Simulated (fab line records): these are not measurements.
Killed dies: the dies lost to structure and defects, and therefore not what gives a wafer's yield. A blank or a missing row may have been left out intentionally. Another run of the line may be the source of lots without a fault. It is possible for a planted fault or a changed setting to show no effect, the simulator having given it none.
Which of the tools did it? / flow sky130 / 11 lots, 33 wafers sampled, at 1 step of a route of 708

== WHAT THE GAUGES SHOWED, per wafer ==
SKY_LI_CONTACT_RS_MEAS_22: uses a four-point probe to measure.
lot=L425; measured=day 29 05:46; on=film_metro-03; LI_CONTACT_W_RS (ohm/sq)=0.277 0.280 0.278
lot=L427; measured=day 29 21:12; on=film_metro-03; LI_CONTACT_W_RS (ohm/sq)=0.281 0.281 0.280
lot=L430; measured=day 30 23:11; on=film_metro-03; LI_CONTACT_W_RS (ohm/sq)=0.279 0.280 0.279
lot=L431; measured=day 31 15:53; on=film_metro-01; LI_CONTACT_W_RS (ohm/sq)=0.279 0.282 0.283
lot=L432; measured=day 31 21:39; on=film_metro-02; LI_CONTACT_W_RS (ohm/sq)=0.279 0.279 0.282
lot=L434; measured=day 32 06:19; on=film_metro-03; LI_CONTACT_W_RS (ohm/sq)=0.286 0.283 0.283
lot=L439; measured=day 35 06:26; on=film_metro-03; LI_CONTACT_W_RS (ohm/sq)=0.276 0.277 0.277
lot=L443; measured=day 35 11:23; on=film_metro-03; LI_CONTACT_W_RS (ohm/sq)=0.279 0.276 0.278
lot=L446; measured=day 36 00:07; on=film_metro-03; LI_CONTACT_W_RS (ohm/sq)=0.277 0.277 0.280
lot=L447; measured=day 36 14:31; on=film_metro-03; LI_CONTACT_W_RS (ohm/sq)=0.280 0.282 0.281
lot=L448; measured=day 36 16:50; on=film_metro-03; LI_CONTACT_W_RS (ohm/sq)=0.275 0.274 0.275

== WHAT TOOL EACH LOT RAN ON (gives the tool, then ch and the chambers of the sampled wafers, and finally the start) ==
No process step before these readings appears in the record.

== THE ANSWER, worked out from the rows above alone ==
Rule: the lots themselves supply what counts as usual. The widest of any qualifying gaps counts: lots, ordered by their means at a reading, are off when they make up no more than a third of the lots, leave a main group of 4 or more, and stand apart from it by 3 or more times the standard deviation of that group's means. A main group whose means are all the same, to the digits that the tables above print for the reading, isn't used. Also off: a lot with no number at a reading for which 4 or more lots have one. Any other lot the step has rows for is counted as sound.
No lot is off on any of the readings shown, so nothing can be concluded from this.

== WHAT HAD BEEN PUT IN BY THE SIMULATOR ==
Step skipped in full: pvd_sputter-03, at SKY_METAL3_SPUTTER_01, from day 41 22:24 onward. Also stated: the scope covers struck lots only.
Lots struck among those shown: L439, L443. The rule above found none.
